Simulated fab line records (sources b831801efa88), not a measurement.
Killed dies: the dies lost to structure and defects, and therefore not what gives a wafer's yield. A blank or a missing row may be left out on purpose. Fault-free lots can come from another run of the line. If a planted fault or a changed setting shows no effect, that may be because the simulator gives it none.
Which of the tools did it? + flow sky130 + 21 wafers from 7 lots sampled at 3 of the route's 708 steps

WHAT THE GAUGES READ, wafer by wafer
SKY_VIA3_THK_MEAS_01.
| lot  | measured     | on           | VIA3_HDPCVD_THK (nm)          |
|------|--------------|--------------|-------------------------------|
| L930 | day 38 17:55 | filmMetro-02 | 1646 1641 1658                |
| L932 | day 39 09:43 | filmMetro-01 | 3280 3241 3240 3278 3243 3244 |
| L944 | day 42 16:13 | filmMetro-01 | 1632 1627 1629                |
| L947 | day 44 03:18 | filmMetro-01 | 1644 1646 1629                |
| L948 | day 44 04:25 | filmMetro-02 | 1641 1631 1638                |
| L950 | day 44 12:31 | filmMetro-04 | 1611 1649 1645                |
| L952 | day 44 22:36 | filmMetro-02 | 1669 1658 1660                |

TOOL THAT RAN EACH LOT (tool first, then ch and the chambers of the sampled wafers, then the start)
| lot  | SKY_CAPM_CVD_00                 | SKY_VIA3_HDPCVD_00               |
|------|---------------------------------|----------------------------------|
| L930 | pecvd-03 ch 1,2, day 36 11:53   | hdpcvd-01 ch 0,1,2, day 38 17:44 |
| L932 | pecvd-04 ch 0,1,2, day 37 04:38 | hdpcvd-02 ch 0,1,2, day 39 09:12 |
| L944 | pecvd-03 ch 0,1,2, day 40 15:38 | hdpcvd-01 ch 0,1,2, day 42 16:03 |
| L947 | pecvd-02 ch 0,1,2, day 42 03:53 | hdpcvd-02 ch 0,1,2, day 44 03:11 |
| L948 | pecvd-02 ch 1,2, day 42 05:26   | hdpcvd-01 ch 1,2, day 44 04:14   |
| L950 | pecvd-02 ch 0,2, day 42 12:51   | hdpcvd-01 ch 0,2, day 44 12:20   |
| L952 | pecvd-04 ch 0, day 42 23:14     | hdpcvd-02 ch 1,2, day 44 22:25   |
- SKY_CAPM_CVD_00: deposits SiO2, target thk 15.5 nm.
- SKY_VIA3_HDPCVD_00: deposits SiO2, target thk 1635 nm, time 272.5 s.

THE ANSWER, worked out from the rows above alone
Rule: what is usual is taken from the lots themselves. Put in order of their means at a reading, lots are off if they are a third of the lots or fewer, leave a main group of 4 or more, and stand apart from it by a gap of 3 or more times the standard deviation of the main group's means; of several such gaps the widest counts. A main group is skipped when, at the precision printed for the reading in the tables above, its means are all equal. A lot without any number at a reading at which 4 lots or more have one is off too. Where the step has rows for the other lots, those lots are counted as sound.
Off: L932, at SKY_VIA3_THK_MEAS_01 (VIA3_HDPCVD_THK). Main group: mean 1642 nm, sd 11.
A tool fits if, at a process step before that reading, it ran every lot that is off, and no sound lot after the first of them. The gauges at SKY_VIA3_THK_MEAS_01 are tried like those tools. Of those tried, none fits.

WHAT HAD BEEN PUT IN BY THE SIMULATOR
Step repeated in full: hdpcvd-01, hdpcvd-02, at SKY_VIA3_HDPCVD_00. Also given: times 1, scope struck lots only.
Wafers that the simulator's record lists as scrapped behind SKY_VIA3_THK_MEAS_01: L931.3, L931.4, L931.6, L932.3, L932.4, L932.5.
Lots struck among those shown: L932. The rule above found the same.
